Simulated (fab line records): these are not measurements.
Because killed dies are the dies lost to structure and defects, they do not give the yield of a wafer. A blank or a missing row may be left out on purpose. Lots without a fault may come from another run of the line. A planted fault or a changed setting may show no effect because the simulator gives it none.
Check for tools in common | flow sky130 | Lots sampled 11, wafers sampled 39

## THE REASON FOR OPENING IT
At SKY_FIELD_ISO_THK_MEAS_25 the reading FIELD_ISO_CVD_24_THK is flagged on 2 of 11 lots. Wafers without a fault read 598 nm, standard deviation 4.9.
Rule: a lot gets a flag if all its wafers with a number sit over 4 standard deviations from that mean, or if no wafer of it has a number. The rest of the lots are taken to be sound.

lot  | measured    | on            | FIELD_ISO_CVD_24_THK (nm), wafer by wafer | flag
L696 | day 2 12:34 | film_metro-03 | 601 607 609                               |
L697 | day 2 19:28 | film_metro-04 | 595 594 595                               |
L698 | day 2 22:04 | film_metro-03 | 599 608 596                               |
L700 | day 4 03:57 | film_metro-04 | 605 604 602                               |
L702 | day 4 05:07 | film_metro-01 | 597 603 602                               |
L704 | day 4 09:59 | film_metro-03 | 595 595 598                               |
L705 | day 4 13:54 | film_metro-01 | 588 600 598                               |
L709 | day 5 10:08 | film_metro-03 | 638 640 636 637 641 637                   | FLAGGED
L711 | day 6 04:06 | film_metro-04 | 638 633 638 638 633 639                   | FLAGGED
L712 | day 6 04:06 | film_metro-03 | 600 601 603                               |
L717 | day 7 06:41 | film_metro-03 | 600 604 598                               |
The mean of the flagged lots' numbers is 637 nm, +39 nm from the usual (+8 standard deviations).

## EACH LOT AND THE TOOL IT RAN ON
Before the reading, the record contains 3 process steps out of a 708-step route. Cell contents, in order: the tool; ch with the chambers the sampled wafers went through; the start.
lot  | flag    | SKY_FIELD_ISO_ETCH_14             | SKY_FIELD_ISO_ETCH_15             | SKY_FIELD_ISO_CVD_24
L696 |         | rie_diel-03 ch 1,2,3, day 2 10:11 | rie_diel-03 ch 1,2,3, day 2 10:14 | hdpcvd-02 ch 0,1,2, day 2 12:28
L697 |         | rie_diel-04 ch 1,3, day 2 15:31   | rie_diel-04 ch 1,3, day 2 15:34   | hdpcvd-01 ch 0,1,2, day 2 19:24
L698 |         | rie_diel-04 ch 0,3, day 2 19:56   | rie_diel-04 ch 0,3, day 2 19:59   | hdpcvd-02 ch 0,1, day 2 22:00
L700 |         | rie_diel-03 ch 0,1,3, day 4 01:29 | rie_diel-03 ch 0,1,3, day 4 01:32 | hdpcvd-02 ch 1,2, day 4 03:52
L702 |         | rie_diel-04 ch 0,1,3, day 4 02:08 | rie_diel-04 ch 0,1,3, day 4 02:11 | hdpcvd-02 ch 0,2, day 4 05:02
L704 |         | rie_diel-04 ch 0,3, day 4 06:46   | rie_diel-04 ch 0,3, day 4 06:49   | hdpcvd-01 ch 1,2, day 4 09:54
L705 |         | rie_diel-01 ch 1,2, day 4 10:08   | rie_diel-01 ch 1,2, day 4 10:11   | hdpcvd-01 ch 0,2, day 4 13:50
L709 | FLAGGED | rie_diel-01 ch 2,3, day 5 06:10   | rie_diel-01 ch 2,3, day 5 06:13   | hdpcvd-02 ch 0,2, day 5 10:04
L711 | FLAGGED | rie_diel-04 ch 0,2,3, day 5 18:08 | rie_diel-04 ch 0,2,3, day 5 18:11 | hdpcvd-02 ch 0,2, day 6 04:02
L712 |         | rie_diel-03 ch 0,2,3, day 5 20:14 | rie_diel-03 ch 0,2,3, day 5 20:17 | hdpcvd-01 ch 0,1,2, day 6 04:02
L717 |         | rie_diel-04 ch 1,3, day 7 01:25   | rie_diel-04 ch 1,3, day 7 01:28   | hdpcvd-01 ch 1,2, day 7 06:37
These steps, and what they do:
- SKY_FIELD_ISO_ETCH_14: etches BARC in N2/H2, stops on SiO2, time 45.9 s, target depth 60 nm.
- SKY_FIELD_ISO_ETCH_15: etches the open film in CHF3/O2, stops on Si, target depth 180 nm, time 72 s.
- SKY_FIELD_ISO_CVD_24: deposits SiO2, target thk 595 nm, time 99.2 s.
- SKY_FIELD_ISO_THK_MEAS_25

## FLAGGED AGAINST TOTAL, ONE TOOL AT A TIME (gauges that did the reading follow at the end)
step                      | tool          | lots run | flagged | share of the flagged lots | sound lots run after its first flagged lot
SKY_FIELD_ISO_ETCH_14     | rie_diel-01   | 2        | 1       | some                      | 0
SKY_FIELD_ISO_ETCH_14     | rie_diel-03   | 3        | 0       | none                      | -
SKY_FIELD_ISO_ETCH_14     | rie_diel-04   | 6        | 1       | some                      | 1 (L717)
SKY_FIELD_ISO_ETCH_15     | rie_diel-01   | 2        | 1       | some                      | 0
SKY_FIELD_ISO_ETCH_15     | rie_diel-03   | 3        | 0       | none                      | -
SKY_FIELD_ISO_ETCH_15     | rie_diel-04   | 6        | 1       | some                      | 1 (L717)
SKY_FIELD_ISO_CVD_24      | hdpcvd-01     | 5        | 0       | none                      | -
SKY_FIELD_ISO_CVD_24      | hdpcvd-02     | 6        | 2       | all                       | 0
SKY_FIELD_ISO_THK_MEAS_25 | film_metro-01 | 2        | 0       | none                      | -
SKY_FIELD_ISO_THK_MEAS_25 | film_metro-03 | 6        | 1       | some                      | 2 (L712,L717)
SKY_FIELD_ISO_THK_MEAS_25 | film_metro-04 | 3        | 1       | some                      | 0

## THE TABLE: WHAT IT ALLOWS
In the table, 1 row covers all flagged lots: hdpcvd-02 at SKY_FIELD_ISO_CVD_24.
- hdpcvd-02 at SKY_FIELD_ISO_CVD_24 ran 6 lots, 2 of them flagged. Its last sound lot is L702 (day 4 05:02), its first flagged lot L709 (day 5 10:04): a fault that began between those two fits.
Just one tool remains: hdpcvd-02 at SKY_FIELD_ISO_CVD_24.

## WHAT WAS PUT IN BY THE SIMULATOR
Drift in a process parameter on hdpcvd-02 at SKY_FIELD_ISO_CVD_24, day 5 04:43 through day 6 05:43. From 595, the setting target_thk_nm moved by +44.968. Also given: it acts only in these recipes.
Struck lots among those shown: L709, L711. The same result came from the rule above.
